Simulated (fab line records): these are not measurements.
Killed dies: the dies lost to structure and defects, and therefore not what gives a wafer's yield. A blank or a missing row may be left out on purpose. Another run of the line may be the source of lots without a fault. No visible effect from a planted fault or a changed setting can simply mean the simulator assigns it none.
Struck lot and sound lot, side by side | flow gf180mcu | 16 steps out of a route of 602
Sound: the wafers L778.1, L778.4, L778.6. The struck wafers were L787.2, L787.3, L787.6. Last of all comes the cause.
At each step with rows: each side's tool, then ch and its chambers, then its first start. Under that, the readings that differ: sound wafers | struck wafers | difference of the means | sigmas: that difference in standard deviations of wafers without a fault.
alike: same words and numbers on both sides, and readings whose means sit less than 2 such deviations apart. not compared: any withheld reading, any reading some wafer has no value for, any bound like >300 that may hide the same value, and any number with overlapping values for which the record gives no deviation.
A row with sigmas, a row that says differs or no value, or rows on one side alone: a step with any of these is where the two part. Numbers that don't overlap but have no deviation are shown without sigmas and don't part them. A reading missing from all wafers of one side parts the sides only when that side holds two or more wafers.

first, 9 steps without rows for these wafers: GF_MIM_STRIP_21 (strips in post etch residue remover, time 1200 s); GF_MIM_CLEAN_22 (cleans in DIW); GF_M5_DEHYDRATE_00 (time 60 s); GF_M5_HMDS_01 (prime time 60 s); GF_M5_COAT_02 (resist thk 1000 nm); GF_M5_SOFTBAKE_03 (time 60 s); GF_M5_EXPOSE_04 (exposes mask Metal5, target cd 280 nm); GF_M5_PEB_05 (peb time 90 s); GF_M5_DEVELOP_06 (develop time 60 s).
GF_M5_CD_MEAS_07: target cd 280 nm.
  sound: cd sem-02 at day 28 01:03; struck: cd sem-02 at day 30 11:32
  alike: cd nm
GF_M5_OVL_MEAS_08:
  sound: overlay-01 at day 28 01:10; struck: overlay-01 at day 30 11:38
  alike: M5_OVL
GF_M5_ETCH_09: etches Si3N4 in CF4/O2, target depth 52 nm, time 11.6 s.
  sound on rie diel-03 ch 1,2,3, day 28 01:13; struck on rie diel-03 ch 0,2,3, day 30 11:40
  alike: bias w, drypump motor current A, oes product au, rf fwd power W, throttle valve pct
  not compared: rf hours counter h
GF_M5_METAL_ETCH_10: etches the open film in Cl2/BCl3, stops on SiO2, target depth 750.8 nm, time 125.1 s.
  sound on rie metal-01 ch 0,1, day 28 01:14; struck on rie metal-01 ch 0,1, day 30 11:42
  reading                             | sound                | struck               | difference | sigmas
  oes product au (a.u.)               | 0.992 0.983 0.987    | 0.906 0.909 0.910    | -0.079     | -15
  rf fwd power W (W)                  | 798.4 798.1 795.9    | 669.9 672.2 670.6    | -126.6     | -53
  throttle valve pct (%)              | 28.208 28.204 28.246 | 28.329 28.336 28.314 | +0.107     | +11
  model.KrF_of_M5_COAT_02.thk nm (nm) | 649.1 649.8 649.6    | 695.9 697.1 691.7    | +45.4      |
  alike: bias w, drypump motor current A
  not compared: rf hours counter h
GF_M5_STRIP_11: strips in O2/N2.
  sound on plasma asher-01 ch 0,1, day 28 01:22; struck on plasma asher-02 ch 0,1, day 30 11:50
  reading                      | sound             | struck            | difference | sigmas
  oes product au (a.u.)        | 0.520 0.520 0.520 | 0.544 0.543 0.532 | +0.020     | +4
  strip time to endpoint s (s) | 7.03 7.04 7.03    | 7.50 7.51 7.45    | +0.45      | +10
  alike: drypump motor current A, heater power w
  not compared: rf hours counter h
then, 1 step without rows for these wafers: GF_M5_STRIP_12 (strips in post etch residue remover, time 1200 s).
GF_PASSIVATION_PROBE_99:
  the record has rows for the sound wafers here (prober-02, day 30 15:44) and none for the struck ones

## WHERE THEY PART
Last at GF_PASSIVATION_PROBE_99 as far as this record goes, first at GF_M5_METAL_ETCH_10.

WHY: what the simulator had put in
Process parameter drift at GF_M5_METAL_ETCH_10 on rie metal-01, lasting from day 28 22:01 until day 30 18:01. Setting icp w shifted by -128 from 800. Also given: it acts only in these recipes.
